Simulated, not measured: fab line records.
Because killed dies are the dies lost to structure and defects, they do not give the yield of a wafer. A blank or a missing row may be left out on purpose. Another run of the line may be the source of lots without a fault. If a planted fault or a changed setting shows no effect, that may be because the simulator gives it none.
Matching of chambers || flow gf180mcu || GF_CONTACT_CMP_27 on cmp-02: 4 sister chambers
The step polishes, stops on SiO2, t overpolish 15 s, target thk 0 nm. 8 wafers are shown with their chamber, then 9 later ones without.

WAFERS PAIRED WITH THEIR CHAMBERS
{"wafer": "L172.5", "chamber": 1, "motor_current_A (A)": 10.3, "head_pressure_psi (psi)": 3.509}
{"wafer": "L186.1", "chamber": 2, "motor_current_A (A)": 10.3, "head_pressure_psi (psi)": 3.492}
{"wafer": "L187.1", "chamber": 3, "motor_current_A (A)": 12.7, "head_pressure_psi (psi)": 3.495}
{"wafer": "L187.2", "chamber": 1, "motor_current_A (A)": 10.5, "head_pressure_psi (psi)": 3.507}
{"wafer": "L187.5", "chamber": 0, "motor_current_A (A)": 11.2, "head_pressure_psi (psi)": 3.504}
{"wafer": "L188.1", "chamber": 3, "motor_current_A (A)": 12.3, "head_pressure_psi (psi)": 3.507}
{"wafer": "L188.2", "chamber": 2, "motor_current_A (A)": 9.7, "head_pressure_psi (psi)": 3.497}
{"wafer": "L188.4", "chamber": 0, "motor_current_A (A)": 11.7, "head_pressure_psi (psi)": 3.502}

WAFERS WITHOUT THEIR CHAMBER
{"wafer": "L189.1", "motor_current_A (A)": 12.8, "head_pressure_psi (psi)": 3.499}
{"wafer": "L189.2", "motor_current_A (A)": 9.7, "head_pressure_psi (psi)": 3.516}
{"wafer": "L189.5", "motor_current_A (A)": 11.4, "head_pressure_psi (psi)": 3.505}
{"wafer": "L190.1", "motor_current_A (A)": 11.1, "head_pressure_psi (psi)": 3.506}
{"wafer": "L190.3", "motor_current_A (A)": 12.5, "head_pressure_psi (psi)": 3.500}
{"wafer": "L190.4", "motor_current_A (A)": 10.5, "head_pressure_psi (psi)": 3.503}
{"wafer": "L191.3", "motor_current_A (A)": 12.4, "head_pressure_psi (psi)": 3.494}
{"wafer": "L191.4", "motor_current_A (A)": 11.7, "head_pressure_psi (psi)": 3.499}
{"wafer": "L191.5", "motor_current_A (A)": 11.0, "head_pressure_psi (psi)": 3.510}

CHAMBER TAKEN BY EACH
{"wafer": "L189.1", "from the rows above": 3, "in truth": 3}
{"wafer": "L189.2", "from the rows above": "can't be placed: 1 or 2", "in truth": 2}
{"wafer": "L189.5", "from the rows above": 0, "in truth": 0}
{"wafer": "L190.1", "from the rows above": "can't be placed: 0 or 1", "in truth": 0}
{"wafer": "L190.3", "from the rows above": 3, "in truth": 3}
{"wafer": "L190.4", "from the rows above": "can't be placed: 1 or 2 or 0", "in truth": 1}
{"wafer": "L191.3", "from the rows above": 3, "in truth": 3}
{"wafer": "L191.4", "from the rows above": "can't be placed: 0 or 3", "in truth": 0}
{"wafer": "L191.5", "from the rows above": "can't be placed: 1 or 0", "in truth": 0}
Correctly placed: 4 of 9. Not placeable from these rows: 5 (in 5, the candidates include the true chamber). Number placed wrongly: 0.
How it was worked out, from the rows above alone: a wafer's distance from a chamber is the root of the sum, over the readings, of the square of ((its reading less the chamber's mean) divided by the reading's scatter). The wafer belongs to the nearest chamber; if the next one is less than 2 further off, it can't be placed. A chamber's mean is the mean of its shown wafers. How the scatter is found: for the shown wafers, subtract from each reading the mean of its chamber, square and add these, divide the total by (wafers less chambers), then take the root.
